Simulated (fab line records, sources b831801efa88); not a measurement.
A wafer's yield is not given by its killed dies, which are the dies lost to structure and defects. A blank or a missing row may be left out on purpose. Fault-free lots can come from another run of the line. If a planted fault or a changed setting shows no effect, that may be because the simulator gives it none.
fab line records + flow sky130
[record]
- lots = 6
- wafers = 18
- lastDay = 50
route steps=708 shown VIA1@461 PAD_OPEN@708
lots that met no fault: taken from a fault-free run of the same line
startH: hours from the record's opening day to when the first of the lot's shown wafers began + waitH: hours since the lot's step before + " same as the row above + L1.1+2: a single row standing in for several wafers + - either no value or no given start + * or withheld: withheld + < > ~ a bound
route shown NAME@n: NAME is a module with steps in the file, n the number in the route of the first one + usual: mean/standard deviation of fault-free wafers + same: alike in all rows + chamber/n: place in a boat + sites: each site's reading + _std_site: the values' standard deviation + _edge_site: outer sites' mean less inner sites' + radiusMm: how far each site lies from the wafer's centre + mask NAME#n: copy n + behind: the most recent tool/chamber to have shaped the wafer + hold: cause of the lot's hold/its duration in hours/its outcome + device: transistor that didn't switch, given as n, p or np + end of line: the same wafers' tests at the end of the route + a step with no rows: only its recipe + killed: at the first sort, the dies lost to defects and structure; wafer yield is something else + map: the dies of a wafer, with x for killed, . for not killed, _ for no die there
set.NAME: setting as actually run; set.NAME@STEP: the setting as run at that earlier step + model.NAME: the simulator's own value behind a step, which no gauge read
lots at some steps of the route; a table a step, a row a wafer
services: when a tool's chamber went out of use (startH, in hours from the record's first day, below 0 if earlier), for how many hours, and the reason
[[steps]]
[step SKY_VIA1_BOW_MEAS_03]
[recipe]
- mode = bow
[usual]
- VIA1_BOW = 80/7.5
| lot.wafer | tool         | chamber | startH | waitH | VIA1_BOW[um] |
|-----------|--------------|---------|--------|-------|--------------|
| L831.2    | filmMetro-04 | -       | 793.68 | 0.2   | 87           |
| L831.5    | "            | -       | "      | "     | 81           |
| L831.6    | "            | -       | "      | "     | 78           |
| L837.2    | filmMetro-01 | -       | 853.55 | 0.2   | 89           |
| L837.3    | "            | -       | "      | "     | 83           |
| L837.5    | "            | -       | "      | "     | 91           |
| L838.3    | filmMetro-01 | -       | 855.78 | 0.3   | 82           |
| L838.5    | "            | -       | "      | "     | 77           |
| L838.6    | "            | -       | "      | "     | 78           |
| L847.2    | filmMetro-03 | -       | 918.13 | 0.3   | 69           |
| L847.4    | "            | -       | "      | "     | 79           |
| L847.5    | "            | -       | "      | "     | 75           |
| L848.1    | filmMetro-04 | -       | 918.46 | 0.2   | 86           |
| L848.2    | "            | -       | "      | "     | 76           |
| L848.3    | "            | -       | "      | "     | 71           |
| L851.2    | filmMetro-04 | -       | 946.05 | 0.3   | 79           |
| L851.4    | "            | -       | "      | "     | 69           |
| L851.5    | "            | -       | "      | "     | 69           |
[step SKY_VIA1_DEHYDRATE_04]
[recipe]
- tempC = 200
- timeS = 60
[step SKY_VIA1_HMDS_05]
[recipe]
- primeTimeS = 60
- primeTempC = 120
[step SKY_VIA1_COAT_06]
[recipe]
- resist = BARC
- tempC = withheld
- timeS = withheld
- spinRpm = 3000
- resistThkNm = 60
[step SKY_VIA1_COAT_07]
[recipe]
- resist = KrF-thick
- spinRpm = 3000
- resistThkNm = 450
[step SKY_VIA1_SOFTBAKE_08]
[recipe]
- tempC = 100
- timeS = 90
- resist = KrF-thick
[step SKY_VIA1_EXPOSE_09]
[recipe]
- maskId = VIM
- na = 0.8
- sourceShape = annular
- sigmaInner = 0.55
- sigmaOuter = 0.85
- targetCdNm = 150
- doseMj = 38
[step SKY_VIA1_PEB_10]
[recipe]
- pebTempC = withheld
- pebTimeS = withheld
- resist = KrF-thick
[step SKY_VIA1_DEVELOP_11]
[recipe]
- developTimeS = 60
- resist = KrF-thick
- devTempC = 21
[step SKY_VIA1_CD_MEAS_12]
[recipe]
- targetCdNm = 150
[usual]
- cdNm = 150.2/1.5
| lot.wafer | tool     | chamber | startH | waitH | cdNm  |
|-----------|----------|---------|--------|-------|-------|
| L831.2    | cdSem-02 | -       | 820.96 | -     | 150.7 |
| L831.5    | "        | -       | "      | "     | 150.8 |
| L831.6    | "        | -       | "      | "     | 151.7 |
| L837.2    | cdSem-02 | -       | 880.19 | -     | 150.0 |
| L837.3    | "        | -       | "      | "     | 150.6 |
| L837.5    | "        | -       | "      | "     | 150.2 |
| L838.3    | cdSem-02 | -       | 881.47 | -     | 148.8 |
| L838.5    | "        | -       | "      | "     | 148.7 |
| L838.6    | "        | -       | "      | "     | 151.5 |
| L847.2    | cdSem-01 | -       | 943.05 | -     | 152.9 |
| L847.4    | "        | -       | "      | "     | 152.2 |
| L847.5    | "        | -       | "      | "     | 152.5 |
| L848.1    | cdSem-01 | -       | 943.38 | -     | 149.9 |
| L848.2    | "        | -       | "      | "     | 149.0 |
| L848.3    | "        | -       | "      | "     | 149.7 |
| L851.2    | cdSem-01 | -       | 969.61 | -     | 152.2 |
| L851.4    | "        | -       | "      | "     | 151.4 |
| L851.5    | "        | -       | "      | "     | 150.8 |
[step SKY_VIA1_OVL_MEAS_13]
[usual]
- VIA1_OVL = 6/4.5
| lot.wafer | tool       | chamber | startH | waitH | VIA1_OVL[nm] |
|-----------|------------|---------|--------|-------|--------------|
| L831.2    | overlay-01 | -       | 821.06 | 0.1   | 4            |
| L831.5    | "          | -       | "      | "     | 3            |
| L831.6    | "          | -       | "      | "     | 2            |
| L837.2    | overlay-02 | -       | 880.30 | 0.1   | 6            |
| L837.3    | "          | -       | "      | "     | 9            |
| L837.5    | "          | -       | "      | "     | 9            |
| L838.3    | overlay-02 | -       | 881.56 | 0.1   | 8            |
| L838.5    | "          | -       | "      | "     | 9            |
| L838.6    | "          | -       | "      | "     | 8            |
| L847.2    | overlay-01 | -       | 943.15 | 0.1   | 4            |
| L847.4    | "          | -       | "      | "     | 5            |
| L847.5    | "          | -       | "      | "     | 3            |
| L848.1    | overlay-01 | -       | 943.50 | 0.1   | 5            |
| L848.2    | "          | -       | "      | "     | 5            |
| L848.3    | "          | -       | "      | "     | 3            |
| L851.2    | overlay-02 | -       | 969.72 | 0.1   | 3            |
| L851.4    | "          | -       | "      | "     | 11           |
| L851.5    | "          | -       | "      | "     | 2            |
[step SKY_VIA1_ETCH_14]
[recipe]
- chemistry = N2/H2
- target = BARC
- ionEnergyEv = 200
- sourceW = 500
- biasW = 100
- pressureMtorr = 30
- n2FlowSccm = 100
- h2FlowSccm = 200
- stopOn = SiO2
- timeS = 45.9
- targetDepthA = 600
[usual]
- drypumpMotorCurrentA = 5.5/0.48
- oesProductAu = 0.855/0.0051
- rfFwdPowerW = 494.9/2.1
- throttleValvePct = 13.224/0.0086
[same]
- timeS = 45.9
| lot.wafer | tool       | chamber | startH | waitH | drypumpMotorCurrentA | oesProductAu | rfFwdPowerW | rfHoursCounterH | throttleValvePct |
|-----------|------------|---------|--------|-------|----------------------|--------------|-------------|-----------------|------------------|
| L831.2    | rieDiel-01 | 3       | 821.09 | 0.0   | 6.1                  | 0.854        | 494.5       | 15              | 13.215           |
| L831.5    | "          | 3       | "      | "     | 6.1                  | 0.860        | 495.1       | -               | 13.231           |
| L831.6    | "          | 0       | "      | "     | 5.1                  | 0.855        | 497.6       | -               | 13.214           |
| L837.2    | rieDiel-04 | 0       | 880.33 | 0.0   | 5.2                  | 0.866        | 497.2       | 10              | 13.218           |
| L837.3    | "          | 3       | "      | "     | 4.8                  | 0.864        | 492.0       | 9               | 13.229           |
| L837.5    | "          | 0       | "      | "     | 5.2                  | 0.856        | 493.7       | -               | 13.220           |
| L838.3    | rieDiel-04 | 0       | 881.58 | 0.0   | 5.3                  | 0.853        | 494.3       | 10              | 13.229           |
| L838.5    | "          | 0       | "      | "     | 5.2                  | 0.848        | 492.5       | -               | 13.228           |
| L838.6    | "          | 3       | "      | "     | 4.8                  | 0.849        | 493.4       | -               | 13.219           |
| L847.2    | rieDiel-03 | 0       | 943.18 | 0.0   | 5.9                  | 0.856        | 495.5       | 24              | 13.205           |
| L847.4    | "          | 2       | "      | "     | 5.4                  | 0.856        | 494.4       | 19              | 13.227           |
| L847.5    | "          | 0       | "      | "     | 5.9                  | 0.852        | 496.4       | -               | 13.229           |
| L848.1    | rieDiel-01 | 2       | 943.53 | 0.0   | 5.3                  | 0.852        | 490.6       | 11              | 13.218           |
| L848.2    | "          | 3       | "      | "     | 6.0                  | 0.854        | 492.4       | 20              | 13.213           |
| L848.3    | "          | 1       | "      | "     | 6.5                  | 0.856        | 496.5       | 20              | 13.229           |
| L851.2    | rieDiel-04 | 0       | 969.75 | 0.0   | 5.2                  | 0.854        | 495.2       | 12              | 13.218           |
| L851.4    | "          | 3       | "      | "     | 4.7                  | 0.852        | 495.2       | 11              | 13.231           |
| L851.5    | "          | 3       | "      | "     | 4.7                  | 0.855        | 495.4       | -               | 13.232           |
[step SKY_VIA1_ETCH_15]
[recipe]
- target = SiO2
- chemistry = C4F8/O2/Ar
- targetDepthNm = 351
- stopOn = TiN
- maskMaterial = KrF-thick
- sourceW = 1500
- biasW = 1200
- pressureMtorr = 40
- c4f8FlowSccm = withheld
- O2_flow_sccm = 6
- Ar_flow_sccm = 300
- timeS = 54
[usual]
- oesProductAu = 0.980/0.0065
- rfFwdPowerW = 1487/5.5
[same]
- timeS = 54
| lot.wafer | tool       | chamber | startH | waitH | oesProductAu | rfFwdPowerW | rfHoursCounterH | model.KrF-thick_of_VIA1_COAT_07.thkNm | model.TiN_of_METAL1_SPUTTER_04.thkNm |
|-----------|------------|---------|--------|-------|--------------|-------------|-----------------|---------------------------------------|--------------------------------------|
| L831.2    | rieDiel-01 | 3       | 821.14 | 0.0   | 0.967        | 1476        | 15              | 324.2                                 | 71.2                                 |
| L831.5    | "          | 3       | "      | "     | 0.975        | 1483        | -               | 325.3                                 | 71.22                                |
| L831.6    | "          | 0       | "      | "     | 0.989        | 1485        | -               | 321.7                                 | 70.83                                |
| L837.2    | rieDiel-04 | 0       | 880.37 | 0.0   | 0.975        | 1728        | 10              | 318                                   | 68.68                                |
| L837.3    | "          | 3       | "      | "     | 0.983        | 1723        | 9               | 316.3                                 | 67.81                                |
| L837.5    | "          | 0       | "      | "     | 0.988        | 1737        | -               | 318.4                                 | 68.25                                |
| L838.3    | rieDiel-04 | 0       | 881.62 | 0.0   | 0.983        | 1728        | 10              | 318.9                                 | 68.4                                 |
| L838.5    | "          | 0       | "      | "     | 0.989        | 1734        | -               | 318.8                                 | 68.45                                |
| L838.6    | "          | 3       | "      | "     | 0.990        | 1725        | -               | 316.3                                 | 69.25                                |
| L847.2    | rieDiel-03 | 0       | 943.22 | 0.0   | 0.977        | 1489        | 25              | 325.5                                 | 69                                   |
| L847.4    | "          | 2       | "      | "     | 0.972        | 1484        | 19              | 325.9                                 | 69.09                                |
| L847.5    | "          | 0       | "      | "     | 0.977        | 1493        | -               | 327                                   | 69.69                                |
| L848.1    | rieDiel-01 | 2       | 943.57 | 0.0   | 0.990        | 1484        | 11              | 320.9                                 | 69.22                                |
| L848.2    | "          | 3       | "      | "     | 0.974        | 1486        | 20              | 326.4                                 | 69.64                                |
| L848.3    | "          | 1       | "      | "     | 0.986        | 1490        | 20              | 323.3                                 | 69.92                                |
| L851.2    | rieDiel-04 | 0       | 969.79 | 0.0   | 0.985        | 1485        | 12              | 321.5                                 | 70.15                                |
| L851.4    | "          | 3       | "      | "     | 0.991        | 1480        | 11              | 321.1                                 | 69.94                                |
| L851.5    | "          | 3       | "      | "     | 0.990        | 1475        | -               | 319.4                                 | 69.49                                |
[step SKY_VIA1_STRIP_16]
[recipe]
- chemistry = O2/N2
- powerW = 1400
- pressureMtorr = 1500
- platenTempC = withheld
- o2FlowSccm = 3000
- n2FlowSccm = 300
- overashFraction = 0.5
[usual]
- drypumpMotorCurrentA = 5.9/0.52
- o2FlowSccm = 2999/9.3
- oesProductAu = 0.416/0.0046
- stripTimeToEndpointS = 4.462/0.027
[same]
- overashFraction = 0.5
| lot.wafer | tool           | chamber | startH | waitH | drypumpMotorCurrentA | o2FlowSccm | oesProductAu | rfHoursCounterH | stripTimeToEndpointS |
|-----------|----------------|---------|--------|-------|----------------------|------------|--------------|-----------------|----------------------|
| L831.2    | plasmaAsher-04 | 0       | 821.18 | 0.0   | 6.6                  | 3004       | 0.415        | 8               | 4.467                |
| L831.5    | "              | 1       | "      | "     | 5.8                  | 3004       | 0.413        | -               | 4.486                |
| L831.6    | "              | 0       | "      | "     | 6.6                  | 2998       | 0.412        | -               | 4.446                |
| L837.2    | plasmaAsher-03 | 0       | 880.42 | 0.0   | 5.9                  | 2992       | 0.414        | 45              | 4.410                |
| L837.3    | "              | 1       | "      | "     | 6.2                  | 3008       | 0.410        | -               | 4.399                |
| L837.5    | "              | 0       | "      | "     | 5.9                  | 2996       | 0.413        | -               | 4.432                |
| L838.3    | plasmaAsher-04 | 0       | 881.70 | 0.1   | 6.6                  | 2999       | 0.416        | -               | 4.428                |
| L838.5    | "              | 0       | "      | "     | 6.6                  | 3008       | 0.413        | -               | 4.417                |
| L838.6    | "              | 1       | "      | "     | 5.8                  | 3013       | 0.411        | -               | 4.386                |
| L847.2    | plasmaAsher-02 | 1       | 943.27 | 0.0   | 6.0                  | 2989       | 0.422        | 111             | 4.487                |
| L847.4    | "              | 1       | "      | "     | 6.1                  | 2988       | 0.414        | -               | 4.494                |
| L847.5    | "              | 1       | "      | "     | 6.1                  | 2988       | 0.415        | -               | 4.502                |
| L848.1    | plasmaAsher-03 | 1       | 943.62 | 0.0   | 6.2                  | 2992       | 0.421        | 52              | 4.447                |
| L848.2    | "              | 0       | "      | "     | 6.0                  | 2994       | 0.409        | 52              | 4.502                |
| L848.3    | "              | 0       | "      | "     | 5.9                  | 2994       | 0.408        | -               | 4.490                |
| L851.2    | plasmaAsher-04 | 1       | 969.83 | 0.0   | 5.8                  | 2983       | 0.414        | 22              | 4.449                |
| L851.4    | "              | 1       | "      | "     | 5.8                  | 2989       | 0.417        | -               | 4.441                |
| L851.5    | "              | 1       | "      | "     | 5.8                  | 2997       | 0.418        | -               | 4.435                |
[step SKY_PAD_OPEN_PROBE_99]
[usual]
- defectLimitedYield = 82.5/2
- killed_at_M0_to_M3 = 44/7.4
- killed_at_M4_up = 3.0/1.8
- killedAtContacts = 24/5.1
- killedAtFrontEnd = 15/4.3
- killedAtOther = 0.3/0.54
- killedDies = 86/9.9
- killedOpen = 47/7.1
- killedShort = 38/6.7
- sort_bin_3_pad_short = 0.8/0.39
- sort_bin_5_function = 10.4/1.5
- sort_bin_6_memory = 6.2/1.2
- sortNPass = 406/9.9
- sortYieldPct = 82.5/2
[same]
- grossDies = 492
- killedAtBackSide = 0
- sort_bin_4_leakage[%] = 0
- sort_bin_8_speed[%] = 0
| lot.wafer | tool      | chamber | startH  | waitH | defectLimitedYield[%] | killed_at_M0_to_M3 | killed_at_M4_up | killedAtContacts | killedAtFrontEnd | killedAtOther | killedDies | killedOpen | killedShort | sort_bin_3_pad_short[%] | sort_bin_5_function[%] | sort_bin_6_memory[%] | sortNPass | sortYieldPct[%] |
|-----------|-----------|---------|---------|-------|-----------------------|--------------------|-----------------|------------------|------------------|---------------|------------|------------|-------------|-------------------------|------------------------|----------------------|-----------|-----------------|
| L831.2    | prober-02 | -       | 1098.84 | 0.1   | 85.6                  | 33                 | 2               | 27               | 9                | 0             | 71         | 40         | 31          | 0.4                     | 8.3                    | 5.7                  | 421       | 85.6            |
| L831.5    | prober-02 | -       | 1098.99 | 0.2   | 79.9                  | 48                 | 2               | 30               | 17               | 2             | 99         | 53         | 46          | 0.8                     | 12.0                   | 7.3                  | 393       | 79.9            |
| L831.6    | prober-02 | -       | 1099.04 | 0.2   | 80.7                  | 47                 | 4               | 24               | 20               | 0             | 95         | 51         | 44          | 0.8                     | 11.2                   | 7.3                  | 397       | 80.7            |
| L837.2    | prober-01 | -       | 1144.03 | 0.1   | 79.1                  | 51                 | 3               | 32               | 17               | 0             | 103        | 68         | 35          | 0.6                     | 13.4                   | 6.9                  | 389       | 79.1            |
| L837.3    | prober-01 | -       | 1144.08 | 0.2   | 82.1                  | 47                 | 4               | 28               | 9                | 0             | 88         | 51         | 37          | 1.0                     | 10.0                   | 6.9                  | 404       | 82.1            |
| L837.5    | prober-01 | -       | 1144.18 | 0.2   | 80.1                  | 58                 | 3               | 21               | 16               | 0             | 98         | 56         | 42          | 1.4                     | 11.6                   | 6.9                  | 394       | 80.1            |
| L838.3    | prober-02 | -       | 1145.85 | 0.2   | 79.9                  | 49                 | 3               | 28               | 19               | 0             | 99         | 57         | 42          | 0.8                     | 10.6                   | 8.7                  | 393       | 79.9            |
| L838.5    | prober-02 | -       | 1145.95 | 0.2   | 83.1                  | 46                 | 3               | 24               | 10               | 0             | 83         | 43         | 40          | 0.8                     | 11.0                   | 5.1                  | 409       | 83.1            |
| L838.6    | prober-02 | -       | 1146.00 | 0.2   | 82.9                  | 33                 | 3               | 37               | 11               | 0             | 84         | 54         | 30          | 0.6                     | 9.1                    | 7.3                  | 408       | 82.9            |
| L848.1    | prober-02 | -       | 1192.72 | 0.1   | 85.2                  | 43                 | 0               | 22               | 8                | 0             | 73         | 48         | 25          | 0.4                     | 9.1                    | 5.3                  | 419       | 85.2            |
| L848.2    | prober-02 | -       | 1192.77 | 0.1   | 81.3                  | 45                 | 2               | 30               | 15               | 0             | 92         | 54         | 38          | 2.2                     | 9.3                    | 7.1                  | 400       | 81.3            |
| L848.3    | prober-02 | -       | 1192.82 | 0.2   | 83.7                  | 42                 | 4               | 24               | 10               | 0             | 80         | 35         | 45          | 1.4                     | 8.1                    | 6.7                  | 412       | 83.7            |
// killed by level:class
L831.2 VIA1:geometricParticle:open=9 CONTACT:geometricParticle:open=9 CONTACT:geometricParticle:short=7 VIA2:geometricParticle:open=7 LOCAL_INTERCONNECT:geometricParticle:short=4 VIA2:geometricParticle:short=4 POLY_GATE:geometricParticle:open=3 LI_CONTACT:geometricParticle:open=3
L831.5 CONTACT:geometricParticle:open=12 VIA1:geometricParticle:open=8 LI_CONTACT:geometricParticle:open=7 VIA2:geometricParticle:open=7 FIELD_ISO:geometricParticle:open=5 LOCAL_INTERCONNECT:geometricParticle:short=5 METAL1:geometricParticle:short=5 VIA3:geometricParticle:open=5
L831.6 VIA1:geometricParticle:open=13 FIELD_ISO:geometricParticle:short=7 LI_CONTACT:geometricParticle:open=7 VIA1:geometricParticle:short=7 CONTACT:geometricParticle:short=6 CONTACT:geometricParticle:open=6 VIA2:geometricParticle:open=6 VIA3:geometricParticle:open=6
L837.2 VIA1:geometricParticle:open=21 CONTACT:geometricParticle:open=14 LI_CONTACT:geometricParticle:open=7 FIELD_ISO:geometricParticle:open=6 METAL1:geometricParticle:short=6 VIA3:geometricParticle:short=5 VIA3:geometricParticle:open=5 POLY_GATE:geometricParticle:open=4
L837.3 CONTACT:geometricParticle:open=10 VIA1:geometricParticle:open=10 METAL2:geometricParticle:short=8 METAL1:geometricParticle:short=6 LI_CONTACT:geometricParticle:open=6 VIA3:geometricParticle:open=6 LOCAL_INTERCONNECT:geometricParticle:short=5 VIA2:geometricParticle:open=4
L837.5 VIA1:geometricParticle:open=14 LI_CONTACT:geometricParticle:open=8 VIA3:geometricParticle:open=7 VIA2:geometricParticle:open=7 METAL2:geometricParticle:short=6 FIELD_ISO:geometricParticle:open=5 CONTACT:geometricParticle:open=5 POLY_GATE:geometricParticle:short=4
L838.3 VIA2:geometricParticle:open=12 VIA1:geometricParticle:open=10 LI_CONTACT:geometricParticle:open=9 POLY_GATE:geometricParticle:short=7 CONTACT:geometricParticle:short=6 POLY_GATE:geometricParticle:open=6 LI_CONTACT:geometricParticle:short=5 CONTACT:geometricParticle:open=5
L838.5 CONTACT:geometricParticle:open=10 CONTACT:geometricParticle:short=8 VIA1:geometricParticle:open=8 VIA2:geometricParticle:open=8 METAL1:geometricParticle:short=7 VIA1:geometricParticle:short=5 VIA3:geometricParticle:open=5 POLY_GATE:geometricParticle:short=4
L838.6 CONTACT:geometricParticle:open=16 LI_CONTACT:geometricParticle:open=9 VIA1:geometricParticle:open=9 LOCAL_INTERCONNECT:geometricParticle:short=6 VIA3:geometricParticle:open=5 VIA1:geometricParticle:short=4 FIELD_ISO:geometricParticle:open=3 CONTACT:geometricParticle:short=3
L848.1 VIA2:geometricParticle:open=11 VIA1:geometricParticle:open=10 LI_CONTACT:geometricParticle:open=8 CONTACT:geometricParticle:open=8 METAL3:geometricParticle:short=5 VIA3:geometricParticle:open=5 METAL2:geometricParticle:short=4 VIA2:geometricParticle:short=4
L848.2 VIA1:geometricParticle:open=13 LI_CONTACT:geometricParticle:open=11 CONTACT:geometricParticle:open=9 CONTACT:geometricParticle:short=8 VIA3:geometricParticle:open=6 METAL1:geometricParticle:short=5 VIA2:geometricParticle:open=5 FIELD_ISO:geometricParticle:short=4
L848.3 METAL1:geometricParticle:short=10 VIA1:geometricParticle:open=9 CONTACT:geometricParticle:open=9 METAL3:geometricParticle:short=6 LI_CONTACT:geometricParticle:short=4 LI_CONTACT:geometricParticle:open=4 VIA1:geometricParticle:short=4 FIELD_ISO:geometricParticle:short=3
[[services]]
| tool           | chamber | startH | hours | kind          |
|----------------|---------|--------|-------|---------------|
| rieDiel-03     | 3       | 809.02 | -     | clean         |
| rieDiel-03     | 3       | 809.02 | 30.7  | scheduledDown |
| rieDiel-03     | 3       | 809.02 | 30.7  | ventCycle     |
| rieDiel-04     | 0       | 809.44 | 9.0   | repair        |
| rieDiel-04     | 1       | 818.68 | 4.9   | repair        |
| plasmaAsher-04 | -       | 831.18 | 0.7   | repair        |
| rieDiel-03     | -       | 842.47 | 14.6  | pm            |
| plasmaAsher-04 | -       | 843.39 | 2.7   | repair        |
| plasmaAsher-02 | -       | 874.67 | 2.9   | repair        |
| rieDiel-04     | 3       | 882.93 | 4.1   | repair        |
| rieDiel-03     | 1       | 899.67 | 6.2   | repair        |
| rieDiel-03     | 3       | 929.04 | 6.7   | repair        |
| rieDiel-01     | 0       | 943.39 | 15.2  | repair        |
| rieDiel-03     | 3       | 945.49 | 3.3   | repair        |
| rieDiel-03     | -       | 952.53 | 2.8   | pm            |
[[key]]
[firstSign]
- step = SKY_VIA1_ETCH_15
- reading = rfFwdPowerW
- direction = up
- sigmas = 44
- usual = 1487
- struck = 1729
effect none on later readings
[modelEffect]
- step = SKY_VIA1_ETCH_15
- value = KrF-thick_of_VIA1_COAT_07.thkNm
- without = 322
- struck = 317.8
metAt SKY_VIA1_ETCH_15
struckWafers L837.2,L837.3,L837.5,L838.3,L838.5,L838.6
[fault]
- kind = processParameterDrift
- tool = rieDiel-04
- chamber = -
- onsetH = 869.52
- steps = SKY_VIA1_ETCH_15
- channel = sourceW
- offset = 240
- shape = step
- endH = 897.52
- actsIn = theseRecipesOnly
- stated = 1500
